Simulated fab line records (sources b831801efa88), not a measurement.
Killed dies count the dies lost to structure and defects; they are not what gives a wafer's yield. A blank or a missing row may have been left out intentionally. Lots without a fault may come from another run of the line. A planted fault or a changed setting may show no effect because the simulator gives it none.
2 desks looking at one fault    flow sky130    numbers are kept per desk, each desk with only its own; the story behind them comes last

## TOOL OWNER'S DESK, hdpcvd-01
The tool's own readings at SKY_VIA1_HDPCVD_00 (deposits SiO2, target thk 1030 nm, time 171.7 s): means of the sampled wafers that have a number, for each lot that ran on this tool. The brackets show how far a lot's mean lies from the usual mean; more than 4 standard deviations puts the lot out of limits, marked OUT.
Columns: A = run length s at SKY_VIA1_HDPCVD_00, usual 199.7 s
lot   first seen here  A
L372  day 33 08:07     199.5
L375  day 34 12:46     200.0
L376  day 34 18:13     199.5
L377  day 35 05:06     199.7
L379  day 35 15:10     155.3 (-91) OUT
L390  day 38 22:15     199.6
L392  day 39 13:28     199.5
L393  day 41 00:29     199.5
Finding of this desk: L379 out of limits; the first was L379 at day 35 15:10, on run length s at SKY_VIA1_HDPCVD_00. Within limits: L372, L375, L376, L377, L390, L392, L393.

## AT THE METROLOGY DESK
What the gauges read, lot by lot, whatever tool the lot ran on: means of the sampled wafers that have a number. The brackets show how far a lot's mean lies from the usual mean; more than 4 standard deviations puts the lot out of limits, marked OUT.
Columns: A = VIA1_HDPCVD_THK at SKY_VIA1_THK_MEAS_01, usual 1020 nm
lot   first seen here  A
L370  day 32 20:52     1022
L372  day 33 08:14     1028
L374  day 34 02:23     1020
L375  day 34 12:53     1015
L376  day 34 18:20     1016
L377  day 35 05:13     1012
L379  day 35 15:17     744 (-21) OUT
L380  day 35 22:32     1016
L388  day 38 11:05     1023
L390  day 38 22:22     1021
L391  day 39 12:10     1047
L392  day 39 13:35     1015
L393  day 41 00:35     1021
This desk reports L379 out of limits; the earliest was L379 at day 35 15:17 (VIA1_HDPCVD_THK at SKY_VIA1_THK_MEAS_01). Within limits: L370, L372, L374, L375, L376, L377, L380, L388, L390, L391, L392, L393.

## BROUGHT TOGETHER
On L379, at day 35 15:10, an alarm was possible from the tool owner's desk.
An alarm was possible from the metrology desk at day 35 15:17, on L379.
On hdpcvd-01, each named lot ran SKY_VIA1_HDPCVD_00.

## WHAT HAD BEEN PUT IN BY THE SIMULATOR
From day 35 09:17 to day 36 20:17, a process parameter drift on hdpcvd-01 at SKY_VIA1_HDPCVD_00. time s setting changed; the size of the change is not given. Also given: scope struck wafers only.
Struck lots among those shown: L379.
Hours from the fault's start to each desk's first reading out of limits: the tool owner's desk, 6; the metrology desk, 6.
